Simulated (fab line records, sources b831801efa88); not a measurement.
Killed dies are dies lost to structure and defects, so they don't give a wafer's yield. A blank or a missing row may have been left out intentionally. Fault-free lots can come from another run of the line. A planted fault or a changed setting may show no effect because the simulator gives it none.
fab line records | flow sky130
[record] lots = 24 wafers = 72 lastDay = 50
route steps=708 shown LDD_LDN@296 POLY_CUT@315 LI_CONTACT@384 CONTACT@432 METAL1@440 VIA1@478
lots untouched by any fault: they come from a run of this same line in which no faults occurred
startH: hours from the record's opening day to when the first of the lot's shown wafers began | waitH: time in hours since the lot's previous step | " the same as in the row above | L1.1+2: a single row standing in for several wafers | - either no value or no given start | * or withheld: withheld | < > ~ a bound
route shown NAME@n: names a module that has steps shown in the file, with the first one's number in the route | usual: mean/standard deviation of fault-free wafers | same: alike in all rows | chamber/n: place in a boat | sites: readings site by site | _std_site: the values' standard deviation | _edge_site: the outer-site mean with the inner-site mean subtracted | radiusMm: for every site, how far away it sits from the centre of the wafer | mask NAME#n: copy n | behind: tool/chamber where the wafer was last shaped | hold: cause of the lot's hold/its duration in hours/its outcome | device: the transistor (n, p or np) that didn't switch | end of line: the same wafers' tests at the end of the route | where a step has no rows: the recipe by itself | killed: dies lost to structure and defects at the first sort, not the wafer's yield | map: a wafer's dies, x killed, . not, _ none there
set.NAME: the setting that was run; set.NAME@STEP: the one run at that earlier step | model.NAME: the simulator's own value behind a step, which no gauge read
one table for each step of the route and one row for each wafer, over a sample of lots
services: the hour from which a tool's chamber was out of use, counted from the record's first day as startH (under 0 if before that day), plus the number of hours and why
[[steps]]
[step SKY_LDD_LDN_OVL_MEAS_07]
[usual] LDD_LDN_OVL = 0.1/1.4
// columns lot.wafer tool chamber startH waitH LDD_LDN_OVL[nm]
L074.1 overlay-02 - 518.05 0.1 -2.3
L074.3 " - " " -1.0
L074.4 " - " " -2.3
L075.1 overlay-01 - 523.25 0.1 1.9
L075.3 " - " " 0.1
L075.4 " - " " 1.1
L076.3 overlay-01 - 542.50 0.1 1.7
L076.4 " - " " 0.2
L076.6 " - " " 1.1
L077.1 overlay-02 - 547.83 0.1 -1.2
L077.5 " - " " -1.0
L077.6 " - " " -0.2
L078.1 overlay-01 - 566.05 0.1 0.3
L078.4 " - " " -0.4
L078.5 " - " " 0.6
L079.1 overlay-02 - 566.95 0.1 -2.4
L079.4 " - " " -0.9
L079.5 " - " " -2.3
L080.4 overlay-01 - 578.92 0.1 2.0
L080.5 " - " " 0.5
L080.6 " - " " 0.3
L081.1 overlay-01 - 586.15 0.1 2.5
L081.2 " - " " 1.9
L081.3 " - " " 1.3
L082.1 overlay-01 - 593.23 0.1 0.7
L082.3 " - " " 0.8
L082.6 " - " " 0.4
L083.1 overlay-02 - 607.00 0.1 -0.3
L083.2 " - " " -0.5
L083.6 " - " " -1.2
L084.1 overlay-02 - 608.23 0.1 -0.8
L084.3 " - " " 0.5
L084.4 " - " " -0.1
L085.4 overlay-02 - 616.37 0.1 -0.2
L085.5 " - " " 1.5
L085.6 " - " " -0.4
L086.1 overlay-01 - 630.10 0.1 1.1
L086.3 " - " " 1.2
L086.6 " - " " 1.5
L087.1 overlay-02 - 636.10 0.1 2.4
L087.2 " - " " 1.2
L087.6 " - " " 0.7
L088.2 overlay-02 - 641.04 0.1 -1.9
L088.3 " - " " -2.0
L088.5 " - " " -0.3
L089.1 overlay-01 - 652.75 0.1 -0.9
L089.2 " - " " -0.7
L089.6 " - " " -2.2
L090.1 overlay-02 - 662.93 0.1 1.4
L090.3 " - " " 0.5
L090.6 " - " " 0.4
L091.3 overlay-01 - 674.21 0.1 2.1
L091.4 " - " " 2.2
L091.5 " - " " 0.5
L093.1 overlay-02 - 690.60 0.1 -0.4
L093.2 " - " " 0.4
L093.3 " - " " -1.0
L092.2 overlay-01 - 691.51 0.1 -2.0
L092.3 " - " " -2.5
L092.5 " - " " -0.6
L095.1 overlay-01 - 693.75 0.1 -0.8
L095.2 " - " " 1.2
L095.4 " - " " -1.7
L094.2 overlay-01 - 701.21 0.1 1.9
L094.4 " - " " 1.5
L094.6 " - " " 2.7
L096.1 overlay-02 - 704.85 0.1 -2.4
L096.4 " - " " -2.4
L096.5 " - " " -0.9
L097.1 overlay-02 - 717.80 0.1 -0.5
L097.4 " - " " -1.5
L097.6 " - " " -1.1
[step SKY_POLY_CUT_CD_MEAS_08]
[recipe] targetCdNm = 270
[usual] cdNm = 270.0/1.3
// columns lot.wafer tool chamber startH waitH cdNm
L074.1 cdSem-01 - 550.80 - 267.3
L074.3 " - " " 268.7
L074.4 " - " " 267.0
L075.1 cdSem-02 - 555.93 - 272.3
L075.3 " - " " 272.2
L075.4 " - " " 271.4
L076.3 cdSem-01 - 574.64 - 270.9
L076.4 " - " " 271.9
L076.6 " - " " 273.0
L077.1 cdSem-01 - 579.25 - 270.8
L077.5 " - " " 272.3
L077.6 " - " " 271.1
L078.1 cdSem-01 - 597.93 - 267.5
L078.4 " - " " 269.4
L078.5 " - " " 269.6
L079.1 cdSem-01 - 600.18 - 270.0
L079.4 " - " " 269.7
L079.5 " - " " 269.5
L080.4 cdSem-02 - 610.74 - 271.7
L080.5 " - " " 272.1
L080.6 " - " " 271.4
L081.1 cdSem-02 - 616.93 - 269.0
L081.2 " - " " 269.8
L081.3 " - " " 269.2
L082.1 cdSem-02 - 625.93 - 272.0
L082.3 " - " " 270.1
L082.6 " - " " 270.5
L083.1 cdSem-02 - 637.53 - 269.8
L083.2 " - " " 271.0
L083.6 " - " " 269.2
L084.1 cdSem-02 - 639.40 - 268.8
L084.3 " - " " 269.0
L084.4 " - " " 269.0
L085.4 cdSem-02 - 647.34 - 269.5
L085.5 " - " " 270.3
L085.6 " - " " 270.5
L086.1 cdSem-01 - 661.18 - 270.6
L086.3 " - " " 269.5
L086.6 " - " " 270.1
L087.1 cdSem-02 - 667.63 - 270.0
L087.2 " - " " 269.7
L087.6 " - " " 270.3
L088.2 cdSem-02 - 672.82 - 270.6
L088.3 " - " " 269.0
L088.5 " - " " 270.1
L089.1 cdSem-02 - 683.58 - 270.8
L089.2 " - " " 269.9
L089.6 " - " " 268.2
L090.1 cdSem-02 - 694.33 - 271.4
L090.3 " - " " 270.6
L090.6 " - " " 269.1
L091.3 cdSem-01 - 704.87 - 271.3
L091.4 " - " " 270.5
L091.5 " - " " 269.3
L092.2 cdSem-02 - 725.87 - 269.2
L092.3 " - " " 270.2
L092.5 " - " " 271.4
L093.1 cdSem-01 - 726.20 - 267.5
L093.2 " - " " 269.2
L093.3 " - " " 266.8
L095.1 cdSem-02 - 726.73 - 271.0
L095.2 " - " " 269.7
L095.4 " - " " 268.7
L094.2 cdSem-02 - 730.47 - 271.5
L094.4 " - " " 270.3
L094.6 " - " " 270.5
L096.1 cdSem-02 - 732.93 - 270.4
L096.4 " - " " 270.0
L096.5 " - " " 271.1
L097.1 cdSem-01 - 746.27 - 269.2
L097.4 " - " " 268.9
L097.6 " - " " 269.1
[step SKY_LI_CONTACT_RS_MEAS_22]
[recipe] thkMeasGauge = four-point-probe reads = W_of_LI_CONTACT_CVD_21+TiN_of_LI_CONTACT_SPUTTER_20+Ti_of_LI_CONTACT_SPUTTER_19
[usual] LI_CONTACT_W_RS = 0.2844/0.0026
// columns lot.wafer tool chamber startH waitH LI_CONTACT_W_RS[ohm/sq]
L074.1 filmMetro-04 - 671.28 0.1 0.2814
L074.3 " - " " 0.2802
L074.4 " - " " 0.2820
L075.1 filmMetro-01 - 675.52 0.1 0.2862
L075.3 " - " " 0.2842
L075.4 " - " " 0.2838
L076.3 filmMetro-01 - 692.23 0.1 0.2830
L076.4 " - " " 0.2849
L076.6 " - " " 0.2849
L077.1 filmMetro-04 - 697.07 0.1 0.2888
L077.5 " - " " 0.2863
L077.6 " - " " 0.2842
L078.1 filmMetro-01 - 715.24 0.1 0.2837
L078.4 " - " " 0.2845
L078.5 " - " " 0.2850
L079.1 filmMetro-01 - 728.78 0.1 0.2862
L079.4 " - " " 0.2878
L079.5 " - " " 0.2886
L080.4 filmMetro-04 - 728.99 0.1 0.2808
L080.5 " - " " 0.2824
L080.6 " - " " 0.2830
L081.1 filmMetro-01 - 731.34 0.1 0.2845
L081.2 " - " " 0.2835
L081.3 " - " " 0.2835
L082.1 filmMetro-01 - 737.49 0.1 0.2823
L082.3 " - " " 0.2803
L082.6 " - " " 0.2823
L083.1 filmMetro-01 - 750.78 0.1 0.2847
L083.2 " - " " 0.2863
L083.6 " - " " 0.2876
L084.1 filmMetro-04 - 752.94 0.1 0.2859
L084.3 " - " " 0.2864
L084.4 " - " " 0.2861
L085.4 filmMetro-01 - 760.40 0.1 0.2868
L085.5 " - " " 0.2861
L085.6 " - " " 0.2850
L086.1 filmMetro-02 - 772.19 0.1 0.2798
L086.3 " - " " 0.2805
L086.6 " - " " 0.2808
L087.1 filmMetro-02 - 779.02 0.1 0.2865
L087.2 " - " " 0.2823
L087.6 " - " " 0.2814
L088.2 filmMetro-04 - 783.50 0.1 0.2876
L088.3 " - " " 0.2832
L088.5 " - " " 0.2885
L089.1 filmMetro-01 - 792.38 0.1 0.2861
L089.2 " - " " 0.2822
L089.6 " - " " 0.2842
L090.1 filmMetro-02 - 803.34 0.1 0.2810
L090.3 " - " " 0.2822
L090.6 " - " " 0.2822
L091.3 filmMetro-01 - 813.82 0.2 0.2854
L091.4 " - " " 0.2867
L091.5 " - " " 0.2852
L092.2 filmMetro-04 - 833.36 0.1 0.2851
L092.3 " - " " 0.2843
L092.5 " - " " 0.2860
L093.1 filmMetro-01 - 833.67 0.1 0.2802
L093.2 " - " " 0.2841
L093.3 " - " " 0.2844
L095.1 filmMetro-01 - 835.43 0.1 0.2859
L095.2 " - " " 0.2860
L095.4 " - " " 0.2860
L094.2 filmMetro-04 - 837.64 0.1 0.2864
L094.4 " - " " 0.2861
L094.6 " - " " 0.2882
L096.1 filmMetro-02 - 841.92 0.1 0.2901
L096.4 " - " " 0.2883
L096.5 " - " " 0.2862
L097.1 filmMetro-04 - 853.81 0.1 0.2833
L097.4 " - " " 0.2831
L097.6 " - " " 0.2832
[step SKY_CONTACT_THK_MEAS_26]
[recipe] thkMeasGauge = xrf reads = W_of_CONTACT_CVD_24
[usual] CONTACT_W_THK = 343/3.6
// columns lot.wafer tool chamber startH waitH CONTACT_W_THK[nm]
L074.1 filmMetro-02 - 730.36 0.1 341
L074.3 " - " " 341
L074.4 " - " " 344
L075.1 filmMetro-03 - 733.76 0.1 339
L075.3 " - " " 343
L075.4 " - " " 340
L076.3 filmMetro-03 - 754.67 0.1 344
L076.4 " - " " 343
L076.6 " - " " 343
L077.1 filmMetro-04 - 757.02 0.1 346
L077.5 " - " " 348
L077.6 " - " " 344
L078.1 filmMetro-04 - 772.43 0.1 338
L078.4 " - " " 341
L078.5 " - " " 339
L079.1 filmMetro-02 - 785.42 0.1 344
L079.4 " - " " 340
L079.5 " - " " 340
L080.4 filmMetro-04 - 786.27 0.1 338
L080.5 " - " " 340
L080.6 " - " " 335
L081.1 filmMetro-03 - 788.31 0.1 348
L081.2 " - " " 351
L081.3 " - " " 350
L082.1 filmMetro-03 - 793.72 0.1 347
L082.3 " - " " 347
L082.6 " - " " 341
L083.1 filmMetro-03 - 807.36 0.1 346
L083.2 " - " " 343
L083.6 " - " " 347
L084.1 filmMetro-03 - 808.30 0.1 341
L084.3 " - " " 345
L084.4 " - " " 342
L085.4 filmMetro-03 - 816.94 0.1 343
L085.5 " - " " 344
L085.6 " - " " 348
L086.1 filmMetro-02 - 827.30 0.1 337
L086.3 " - " " 338
L086.6 " - " " 339
L087.1 filmMetro-02 - 835.31 0.1 335
L087.2 " - " " 339
L087.6 " - " " 341
L088.2 filmMetro-02 - 838.49 0.1 344
L088.3 " - " " 344
L088.5 " - " " 338
L089.1 filmMetro-03 - 848.42 0.1 350
L089.2 " - " " 343
L089.6 " - " " 348
L090.1 filmMetro-03 - 858.82 0.1 343
L090.3 " - " " 349
L090.6 " - " " 343
L091.3 filmMetro-04 - 868.93 0.1 341
L091.4 " - " " 341
L091.5 " - " " 343
L092.2 filmMetro-03 - 889.41 0.1 342
L092.3 " - " " 343
L092.5 " - " " 346
L093.1 filmMetro-04 - 889.75 0.1 343
L093.2 " - " " 339
L093.3 " - " " 341
L095.1 filmMetro-04 - 892.02 0.1 346
L095.2 " - " " 343
L095.4 " - " " 345
L094.2 filmMetro-03 - 893.10 0.1 347
L094.4 " - " " 347
L094.6 " - " " 347
L096.1 filmMetro-03 - 898.19 0.1 351
L096.4 " - " " 347
L096.5 " - " " 349
L097.1 filmMetro-03 - 908.02 0.1 350
L097.4 " - " " 348
L097.6 " - " " 346
[step SKY_METAL1_THK_MEAS_06]
[recipe] thkMeasGauge = xrf reads = AlCu_of_METAL1_SPUTTER_02
[usual] METAL1_ALCU_THK = 249.1/2.8
// columns lot.wafer tool chamber startH waitH METAL1_ALCU_THK[nm]
L074.1 filmMetro-03 - 730.98 0.1 251.7
L074.3 " - " " 249.3
L074.4 " - " " 253.9
L075.1 filmMetro-01 - 734.38 0.1 246.4
L075.3 " - " " 246.0
L075.4 " - " " 247.7
L076.3 filmMetro-03 - 755.29 0.1 249.9
L076.4 " - " " 252.3
L076.6 " - " " 249.2
L077.1 filmMetro-01 - 757.64 0.1 247.1
L077.5 " - " " 248.2
L077.6 " - " " 251.5
L078.1 filmMetro-03 - 773.05 0.1 248.4
L078.4 " - " " 249.5
L078.5 " - " " 245.0
L079.1 filmMetro-03 - 786.04 0.1 246.9
L079.4 " - " " 246.8
L079.5 " - " " 249.7
L080.4 filmMetro-03 - 786.89 0.1 249.9
L080.5 " - " " 251.5
L080.6 " - " " 248.5
L081.1 filmMetro-04 - 788.93 0.1 246.6
L081.2 " - " " 251.2
L081.3 " - " " 248.6
L082.1 filmMetro-04 - 794.34 0.1 239.6
L082.3 " - " " 243.3
L082.6 " - " " 245.5
L083.1 filmMetro-03 - 807.98 0.1 250.5
L083.2 " - " " 249.9
L083.6 " - " " 253.2
L084.1 filmMetro-01 - 808.92 0.1 243.1
L084.3 " - " " 248.4
L084.4 " - " " 249.6
L085.4 filmMetro-01 - 817.56 0.1 251.0
L085.5 " - " " 251.4
L085.6 " - " " 245.6
L086.1 filmMetro-01 - 827.92 0.1 247.5
L086.3 " - " " 246.6
L086.6 " - " " 248.7
L087.1 filmMetro-04 - 835.93 0.1 249.6
L087.2 " - " " 247.9
L087.6 " - " " 247.0
L088.2 filmMetro-04 - 839.11 0.1 249.3
L088.3 " - " " 253.0
L088.5 " - " " 252.5
L089.1 filmMetro-04 - 849.04 0.1 246.1
L089.2 " - " " 245.7
L089.6 " - " " 243.5
L090.1 filmMetro-01 - 859.46 0.1 251.9
L090.3 " - " " 251.7
L090.6 " - " " 252.4
L091.3 filmMetro-01 - 869.55 0.1 248.0
L091.4 " - " " 248.6
L091.5 " - " " 248.1
L092.2 filmMetro-01 - 890.03 0.1 247.3
L092.3 " - " " 250.6
L092.5 " - " " 250.8
L093.1 filmMetro-01 - 890.37 0.1 255.6
L093.2 " - " " 254.2
L093.3 " - " " 255.4
L095.1 filmMetro-03 - 892.64 0.1 249.8
L095.2 " - " " 251.1
L095.4 " - " " 246.8
L094.2 filmMetro-04 - 893.72 0.1 247.5
L094.4 " - " " 248.6
L094.6 " - " " 249.8
L096.1 filmMetro-04 - 898.81 0.1 251.6
L096.4 " - " " 248.5
L096.5 " - " " 248.4
L097.1 filmMetro-03 - 908.64 0.1 249.0
L097.4 " - " " 248.1
L097.6 " - " " 249.4
[step SKY_VIA1_SPUTTER_20]
[recipe] material = TiN targetThkNm = 20 chamberPressurePa = 5 powerW = 4000 timeS = 80
[usual] throttleValvePct = 29.6/0.91
// columns lot.wafer tool chamber startH waitH throttleValvePct
L074.1 pvdSputter-03 - 786.73 0.0 29.7
L074.3 " - " " 29.3
L074.4 " - " " 29.6
L075.1 pvdSputter-03 - 790.47 0.0 29.3
L075.3 " - " " 28.8
L075.4 " - " " 29.7
L076.3 pvdSputter-01 - 810.07 0.0 29.8
L076.4 " - " " 29.6
L076.6 " - " " 29.6
L077.1 pvdSputter-03 - 812.74 0.0 29.4
L077.5 " - " " 32.1
L077.6 " - " " 29.0
L078.1 pvdSputter-01 - 826.66 0.0 30.0
L078.4 " - " " 30.1
L078.5 " - " " 29.7
L079.1 pvdSputter-03 - 841.24 0.0 29.2
L079.4 " - " " 32.1
L079.5 " - " " 29.5
L080.4 pvdSputter-02 - 841.62 0.0 30.1
L080.5 " - " " 29.5
L080.6 " - " " 28.9
L081.1 pvdSputter-02 - 843.59 0.0 29.3
L081.2 " - " " 30.2
L081.3 " - " " 28.7
L082.1 pvdSputter-02 - 848.83 0.0 28.7
L082.3 " - " " 30.3
L082.6 " - " " 30.4
L083.1 pvdSputter-03 - 862.05 0.0 29.3
L083.2 " - " " 29.4
L083.6 " - " " 29.3
L084.1 pvdSputter-01 - 863.13 0.0 29.5
L084.3 " - " " 30.4
L084.4 " - " " 29.5
L085.4 pvdSputter-03 - 872.42 0.0 29.4
L085.5 " - " " 29.8
L085.6 " - " " 28.9
L086.1 pvdSputter-02 - 882.53 0.0 29.5
L086.3 " - " " 28.8
L086.6 " - " " 28.8
L087.1 pvdSputter-03 - 890.05 0.0 29.3
L087.2 " - " " 29.6
L087.6 " - " " 29.4
L088.2 pvdSputter-01 - 893.09 0.0 29.2
L088.3 " - " " 29.7
L088.5 " - " " 29.1
L089.1 pvdSputter-01 - 903.15 0.0 30.0
L089.2 " - " " 29.3
L089.6 " - " " 30.1
L090.1 pvdSputter-03 - 912.53 0.0 28.9
L090.3 " - " " 29.3
L090.6 " - " " 29.5
L091.3 pvdSputter-02 - 922.85 0.0 29.5
L091.4 " - " " 28.7
L091.5 " - " " 30.3
L092.2 pvdSputter-03 - 941.42 0.0 29.4
L092.3 " - " " 29.4
L092.5 " - " " 29.3
L093.1 pvdSputter-02 - 942.20 0.0 28.7
L093.2 " - " " 29.4
L093.3 " - " " 28.3
L095.1 pvdSputter-02 - 943.78 0.0 30.4
L095.2 " - " " 28.5
L095.4 " - " " 29.4
L094.2 pvdSputter-02 - 945.14 0.0 29.3
L094.4 " - " " 28.3
L094.6 " - " " 28.8
L096.1 pvdSputter-02 - 950.34 0.0 28.5
L096.4 " - " " 28.5
L096.5 " - " " 28.5
L097.1 pvdSputter-03 - 959.62 0.0 28.9
L097.4 " - " " 31.7
L097.6 " - " " 29.3
[[services]]
// columns tool chamber startH hours kind
pvdSputter-03 - 781.05 1.1 repair
pvdSputter-02 - 788.00 3.3 repair
pvdSputter-03 0 789.03 - consumableReplace:kit
pvdSputter-03 0 789.03 18.0 scheduledDown
pvdSputter-03 0 789.03 18.0 ventCycle
pvdSputter-01 1 807.86 - consumableReplace:kit
pvdSputter-01 1 807.86 18.0 scheduledDown
pvdSputter-01 1 807.86 18.0 ventCycle
pvdSputter-02 3 832.59 - consumableReplace:kit
pvdSputter-02 3 832.59 18.0 scheduledDown
pvdSputter-02 3 832.59 18.0 ventCycle
pvdSputter-02 - 834.65 0.7 repair
pvdSputter-01 - 888.00 1.1 repair
[[key]]
fault none
